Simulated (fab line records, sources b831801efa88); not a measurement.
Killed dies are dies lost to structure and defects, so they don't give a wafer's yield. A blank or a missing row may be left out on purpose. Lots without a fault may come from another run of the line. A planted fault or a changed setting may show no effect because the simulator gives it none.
One fault seen from 2 desks | flow gf180mcu | each desk has only its own numbers; what lay behind them comes last

THE TOOL OWNER'S DESK: pvd_sputter-01
The tool's own readings at GF_V1_SPUTTER_22 (material TiN, target thk 10 nm, time 40 s): means of the sampled wafers that have a number, for each lot that ran on this tool. A lot is out of limits, marked OUT, if its mean lies more than 4 standard deviations from the usual mean; the brackets give that distance.
Columns: A = chamber_pressure_pa at GF_V1_SPUTTER_22, usual 5.001 Pa; B = throttle_valve_pct at GF_V1_SPUTTER_22, usual 30.0 %
lot  | first seen here | A                       | B
L758 | day 18 10:55    | 5.001                   | 29.4
L766 | day 21 13:16    | 5.001                   | 28.6
L767 | day 21 20:28    | 3.594 (-99 or more) OUT | 34.0
L768 | day 22 08:28    | 3.584 (-99 or more) OUT | 35.2 (+4.3) OUT
This desk's finding: out of limits on L767, L768; first on L767, day 21 20:28 (chamber_pressure_pa at GF_V1_SPUTTER_22). In limits: L758, L766.

THE METROLOGY DESK
What the gauges read, lot by lot, whatever tool the lot ran on: means of the sampled wafers that have a number. A lot is out of limits, marked OUT, if its mean lies more than 4 standard deviations from the usual mean; the brackets give that distance.
Columns: A = cd_nm at GF_V1_CD_MEAS_14, usual 260.3 nm; B = V1_OVL at GF_V1_OVL_MEAS_15, usual -3 nm
lot  | first seen here | A     | B
L758 | day 18 09:38    | 260.6 | 4
L766 | day 21 12:25    | 259.3 | 1
L767 | day 21 19:39    | 261.3 | 4
L768 | day 22 07:35    | 260.1 | 0
L775 | day 24 15:04    | 261.1 | -0
L778 | day 25 10:26    | 260.8 | -3
This desk's finding: nothing out of limits on any of the 6 lots.

PUT TOGETHER
The tool owner's desk could have raised an alarm at day 21 20:28, on L767, L768.
The metrology desk saw nothing out of limits.
The metrology desk has L767, L768 on record, within its limits.
Of the lots named, all ran GF_V1_SPUTTER_22 on pvd_sputter-01.

WHAT THE SIMULATOR HAD PUT IN
Process parameter drift: pvd_sputter-01, from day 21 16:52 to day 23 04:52, at GF_V1_SPUTTER_22. Setting chamber_pressure_pa, moved by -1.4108, from 5. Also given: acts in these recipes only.
Lots struck among those shown: L767, L768.
Hours from the fault's start to each desk's first reading out of limits: the tool owner's desk, 4.
